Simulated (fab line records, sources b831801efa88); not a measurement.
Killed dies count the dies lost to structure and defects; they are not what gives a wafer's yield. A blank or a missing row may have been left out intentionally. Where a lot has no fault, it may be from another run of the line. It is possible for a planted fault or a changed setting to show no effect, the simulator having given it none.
fab line records	flow sky130
[record] lots = 5	wafers = 15	last-day = 50
route steps=708 shown SONOS_TUNNEL@160 SONOS_ONO@168 GATE_OXIDE@187 PAD_OPEN@708
lots that met no fault: from a run of the same line without faults
start-h: hours from the record's opening day to when the first of the lot's shown wafers began	wait-h: time in hours since the lot's previous step	" unchanged from the row above	L1.1+2: several wafers, shown together as one row	- no value, or no start given	* or withheld: withheld	< > ~ a bound
route shown NAME@n: names a module that has steps shown in the file, with the first one's number in the route	usual: mean/standard deviation of fault-free wafers	same: alike in all rows	chamber/n: place in a boat	sites: readings site by site	_std_site: standard deviation across them	_edge_site: inner sites' mean taken away from outer sites' mean	radius-mm: for every site, how far away it sits from the centre of the wafer	mask NAME#n: copy n	behind: tool/chamber where the wafer was last shaped	hold: why the lot went on hold/how many hours it stayed there/how the hold came to an end	device: the n, p or np transistor that did not switch	end of line: tests of these same wafers at the route's end	step lacking rows: just its recipe	killed: at the first sort, the dies lost to defects and structure; wafer yield is something else	map: per-die view of a wafer (x killed, . not killed, _ where there is no die)
set.NAME: setting as actually run; set.NAME@STEP: the setting as run at that earlier step	model.NAME: the simulator's own value behind a step, which no gauge read
a table for each step, a row for each wafer; lots at some steps of the route
services: a tool's chamber out of use, with start hour (start-h, from the record's first day; less than 0 if before it), hours out, and reason
[[steps]]
[step SKY_SONOS_TUNNEL_DEVELOP_06]
[recipe] resist = NOVOLAK	developer = TMAH	develop-time-s = 60	dev-temp-c = 23
[step SKY_SONOS_TUNNEL_IMPLANT_09]
[recipe] species = B	energy-kev = 20	dose-cm2 = 1e+12	tilt-deg = withheld
[step SKY_SONOS_TUNNEL_WET_ETCH_10]
[recipe] chemistry = dHF	target-depth-nm = 14	target = SiO2	dilution = 100:1	temp-c = 25	time-s = 280
[step SKY_SONOS_TUNNEL_STRIP_11]
[recipe] chemistry = SPM	time-s = 600	temp-c = 130
[step SKY_SONOS_TUNNEL_CLEAN_13]
[recipe] chemistry = dHF	time-s = 20	dilution = 100:1	dry = ipa-marangoni
[step SKY_SONOS_ONO_OXIDATION_00]
[recipe] temp-c = 800	ambient = O2	idle-temp-c = 700	ramp-up-c-per-min = 10	ramp-down-c-per-min = 3	stabilise-s = 600	purge-s = 300	target-thk-a = 26	ox-time-s = 1249
[step SKY_SONOS_ONO_CVD_02]
[recipe] material = Si3N4	precursor = DCS/NH3	target-thk-nm = 10.5	temp-c = 770	time-s = 180	pressure-mtorr = 250
[step SKY_SONOS_ONO_CVD_04]
[recipe] material = SiO2	precursor = SiH4/N2O	target-thk-nm = 5.7199	temp-c = 900	pressure-mtorr = 400
[usual] spike-tc-bottom-C = 915.8/1.8	spike-tc-centre-C = 900.5/1	spike-tc-lower-C = 900.2/1.4	spike-tc-top-C = 911.0/3	spike-tc-upper-C = 900.1/1.1	susceptor-temp-C = 899.9/0.38
lot.wafer	tool	chamber	start-h	wait-h	spike-tc-bottom-C	spike-tc-centre-C	spike-tc-lower-C	spike-tc-top-C	spike-tc-upper-C	susceptor-temp-C	model.SiO2_of_SONOS_ONO_CVD_04.thk-nm
L538.1	lpcvd-03	1	266.29	0.1	916.0	899.5	898.8	912.3	901.3	899.8	5.607
L538.3	"	1	"	"	914.4	900.0	899.5	912.9	900.0	900.2	5.558
L538.5	"	1	"	"	916.0	899.3	898.2	914.2	898.4	900.3	5.514
L548.1	lpcvd-03	1	344.66	0.1	942.4	928.1	927.3	941.7	928.6	928.8	8.762
L548.3	"	1	"	"	941.7	930.1	926.7	939.7	928.6	928.5	8.664
L548.5	"	1	"	"	942.0	926.8	927.2	941.2	929.6	928.6	8.634
L549.1	lpcvd-03	1	355.72	0.1	942.7	929.3	926.0	939.9	928.6	927.7	8.662
L549.2	"	1	"	"	943.6	926.7	927.9	942.1	928.2	927.8	8.752
L549.4	"	1	"	"	942.7	929.5	927.2	940.0	928.7	928.4	8.707
L550.2	lpcvd-03	1	370.73	0.0	943.1	929.6	927.4	940.0	926.8	928.0	8.84
L550.4	"	1	"	"	943.1	928.6	929.1	941.0	925.8	928.4	8.848
L550.5	"	1	"	"	942.4	926.2	929.0	942.8	929.2	928.4	8.91
L558.2	lpcvd-03	1	438.59	0.0	914.3	899.8	901.1	913.0	900.2	899.9	5.552
L558.3	"	1	"	"	915.9	900.3	897.0	913.9	900.7	899.4	5.603
L558.4	"	1	"	"	914.6	900.5	898.6	913.8	900.0	900.1	5.564
[step SKY_SONOS_ONO_THK_MEAS_05]
[recipe] reads = SiO2_of_SONOS_ONO_CVD_04
[usual] SONOS_ONO_CVD_04_THK = 5.65/0.11
lot.wafer	tool	chamber	start-h	wait-h	SONOS_ONO_CVD_04_THK[nm]
L538.1	film-metro-01	-	268.17	0.0	5.65
L538.3	"	-	"	"	5.54
L538.5	"	-	"	"	5.49
L548.1	film-metro-04	-	345.91	0.0	8.74
L548.3	"	-	"	"	8.67
L548.5	"	-	"	"	8.66
L549.1	film-metro-03	-	356.97	0.0	8.64
L549.2	"	-	"	"	8.70
L549.4	"	-	"	"	8.70
L550.2	film-metro-03	-	372.62	0.0	8.84
L550.4	"	-	"	"	8.86
L550.5	"	-	"	"	8.88
L558.2	film-metro-04	-	439.85	0.0	5.54
L558.3	"	-	"	"	5.66
L558.4	"	-	"	"	5.58
[step SKY_SONOS_ONO_DEHYDRATE_06]
[recipe] temp-c = 200	time-s = 60
[step SKY_SONOS_ONO_HMDS_07]
[recipe] prime-time-s = 60	prime-temp-c = 120
[step SKY_SONOS_ONO_COAT_08]
[recipe] resist = NOVOLAK	spin-rpm = 3000	resist-thk-nm = 1140
[step SKY_SONOS_ONO_SOFTBAKE_09]
[recipe] temp-c = 90	time-s = 60	resist = NOVOLAK
[step SKY_SONOS_ONO_EXPOSE_10]
[recipe] mask-id = ONOM	target-cd-nm = 410	na = 0.6	source-shape = conventional	sigma-outer = 0.6	dose-mj = 150
[step SKY_SONOS_ONO_PEB_11]
[recipe] temp-c = withheld	time-s = *	resist = NOVOLAK
[step SKY_SONOS_ONO_DEVELOP_12]
[recipe] develop-time-s = 60	dev-temp-c = 23
[step SKY_SONOS_ONO_ETCH_15]
[recipe] target-depth-nm = 19.52	chemistry = CHF3/O2	source-w = 600	bias-w = 200	pressure-mtorr = 40	chf3-flow-sccm = 50	O2_flow_sccm = 5	time-s = 7.8
[step SKY_SONOS_ONO_WET_ETCH_16]
[recipe] chemistry = dHF	target-depth-nm = 14	dry = n2-spin	target = SiO2	dilution = 100:1	temp-c = 25	time-s = 280
[step SKY_SONOS_ONO_STRIP_17]
[recipe] chemistry = O2/N2	power-w = 1400	pressure-mtorr = 1500	platen-temp-c = withheld	o2-flow-sccm = 3000	n2-flow-sccm = 300	overash-fraction = 0.5
[step SKY_SONOS_ONO_WET_ETCH_18]
[recipe] chemistry = H3PO4	target-depth-nm = 15	target = Si3N4	temp-c = 160	time-s = 172
[step SKY_GATE_OXIDE_CLEAN_00]
[recipe] chemistry = SC1/SC2	mix = 1:4:20	temp-c = 70	time-s = 150	dry = n2-spin
[step SKY_GATE_OXIDE_OXIDATION_01]
[recipe] temp-c = 900	ambient = O2	stabilise-s = 600	purge-s = 300	target-thk-a = 102.68	ox-time-s = 1473
[step SKY_GATE_OXIDE_DEHYDRATE_03]
[recipe] temp-c = 200	time-s = 60
[step SKY_GATE_OXIDE_HMDS_04]
[recipe] prime-time-s = 60	prime-temp-c = 120
[step SKY_GATE_OXIDE_COAT_05]
[recipe] resist = NOVOLAK	spin-rpm = 3000	resist-thk-nm = 1140
[step SKY_GATE_OXIDE_SOFTBAKE_06]
[recipe] temp-c = 90	time-s = 60	resist = NOVOLAK
[step SKY_GATE_OXIDE_EXPOSE_07]
[recipe] mask-id = LVOM	na = 0.6	source-shape = conventional	sigma-outer = 0.6	polarization = unpolarized	target-cd-nm = 600	dose-mj = 170
[step SKY_GATE_OXIDE_PEB_08]
[recipe] temp-c = withheld	time-s = *	resist = NOVOLAK
[step SKY_GATE_OXIDE_DEVELOP_09]
[recipe] resist = NOVOLAK	developer = TMAH	develop-time-s = 60	dev-temp-c = 23
[step SKY_GATE_OXIDE_IMPLANT_11]
[recipe] species = B	energy-kev = 10	dose-cm2 = 2.6e+12	tilt-deg = withheld
[step SKY_GATE_OXIDE_WET_ETCH_12]
[recipe] chemistry = dHF	target-depth-nm = 16.8	dry = n2-spin	target = SiO2	dilution = 100:1	temp-c = 25	time-s = 336
[step SKY_GATE_OXIDE_STRIP_13]
[recipe] chemistry = O2/N2	power-w = 1400	pressure-mtorr = 1500	platen-temp-c = withheld	o2-flow-sccm = 3000	n2-flow-sccm = 300	overash-fraction = 0.5
[step SKY_GATE_OXIDE_CLEAN_15]
[recipe] chemistry = SC1/SC2	mix = 1:4:20	temp-c = 70	time-s = 150	dry = n2-spin
[usual] temp-c = 70.01/0.12
lot.wafer	tool	chamber	start-h	wait-h	temp-c	model.SiO2_of_SONOS_ONO_CVD_04.thk-nm
L538.1	wet-bench-03	1	320.87	0.1	70.05	4.106
L538.3	"	1	"	"	69.89	4.061
L538.5	"	1	"	"	70.16	4.014
L548.1	wet-bench-02	3	406.07	0.1	69.96	7.272
L548.3	"	3	"	"	69.93	7.169
L548.5	"	3	"	"	69.75	7.144
L549.1	wet-bench-02	2	417.82	0.1	70.13	7.142
L549.2	"	2	"	"	70.00	7.232
L549.4	"	2	"	"	69.84	7.19
L550.2	wet-bench-01	2	433.71	0.0	70.15	7.318
L550.4	"	2	"	"	70.06	7.333
L550.5	"	2	"	"	70.11	7.393
L558.2	wet-bench-01	3	503.72	0.0	70.06	4.035
L558.3	"	3	"	"	70.10	4.079
L558.4	"	3	"	"	70.08	4.047
[step SKY_PAD_OPEN_PROBE_99]
[usual] killed_at_M0_to_M3 = 44/7.3	killed_at_M4_up = 3.1/1.6	killed-at-contacts = 24/5.4	killed-at-front-end = 15/4	killed-at-other = 0.2/0.49	killed-dies = 86/10	killed-open = 48/7.3	killed-short = 38/6.3
[same] gross-dies = 492	killed-at-back-side = 0
lot.wafer	tool	chamber	start-h	wait-h	killed_at_M0_to_M3	killed_at_M4_up	killed-at-contacts	killed-at-front-end	killed-at-other	killed-dies	killed-open	killed-short
L548.1	prober-02	-	1144.01	0.1	44	2	20	6	0	72	41	31
L548.3	prober-02	-	1144.11	0.2	43	4	26	16	0	89	44	45
L548.5	prober-02	-	1144.21	0.2	34	2	24	12	1	73	36	37
// killed by level:class
L548.1 VIA1:geometric-particle:open=10 CONTACT:geometric-particle:open=9 METAL2:geometric-particle:short=8 VIA2:geometric-particle:open=8 LI_CONTACT:geometric-particle:open=4 CONTACT:geometric-particle:short=4 METAL1:geometric-particle:short=4 VIA3:geometric-particle:open=4
L548.3 CONTACT:geometric-particle:open=12 VIA1:geometric-particle:short=8 VIA1:geometric-particle:open=8 CONTACT:geometric-particle:short=7 LI_CONTACT:geometric-particle:open=6 METAL1:geometric-particle:short=6 FIELD_ISO:geometric-particle:open=5 METAL2:geometric-particle:short=5
L548.5 CONTACT:geometric-particle:open=8 VIA2:geometric-particle:open=6 LOCAL_INTERCONNECT:geometric-particle:short=6 VIA1:geometric-particle:open=6 METAL2:geometric-particle:short=6 POLY_GATE:geometric-particle:short=5 CONTACT:geometric-particle:short=4 VIA1:geometric-particle:short=4
[[services]]
tool	chamber	start-h	hours	kind
wet-bench-01	-	252.94	1.1	repair
lpcvd-03	-	259.83	6.1	pm
lpcvd-03	-	463.55	5.0	repair
wet-bench-01	-	477.74	0.9	repair
lpcvd-03	-	491.40	1.3	repair
lpcvd-03	-	498.00	14.6	pm
[[key]]
[first-sign] step = SKY_SONOS_ONO_CVD_04	reading = susceptor-temp-C	direction = up	sigmas = 75	usual = *	struck = *
[effect] step = SKY_SONOS_ONO_CVD_04	reading = spike-tc-centre-C	direction = up	sigmas = 28	usual = 900.5	struck = 928.3
[effect] step = SKY_SONOS_ONO_THK_MEAS_05	reading = SONOS_ONO_CVD_04_THK	direction = up	sigmas = 28	usual = 5.65	struck = 8.74
[model-effect] step = SKY_SONOS_ONO_CVD_04	value = SiO2_of_SONOS_ONO_CVD_04.thk-nm	without = 5.596	struck = 8.753
[model-effect] step = SKY_GATE_OXIDE_CLEAN_15	value = SiO2_of_SONOS_ONO_CVD_04.thk-nm	without = 4.087	struck = 7.244
met-at SKY_SONOS_ONO_CVD_04
struck-wafers L548.1,L548.3,L548.5,L549.1,L549.2,L549.4,L550.2,L550.4,L550.5
tester-left-out L548,L549,L550
onset-between 266.29 344.66
[fault] kind = process-parameter-drift	tool = lpcvd-03	chamber = -	onset-h = 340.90	steps = SKY_SONOS_ONO_CVD_04	channel = temp-c	offset = *	shape = step	end-h = 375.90	stated = *
// tester-left-out: of these lots the tester's yield and bins aren't shown, on N5 and GAA mostly nor the transistor test; their killed dies are dies lost to structure and defects alone, not to doping, threshold or leakage, so they don't give the yield
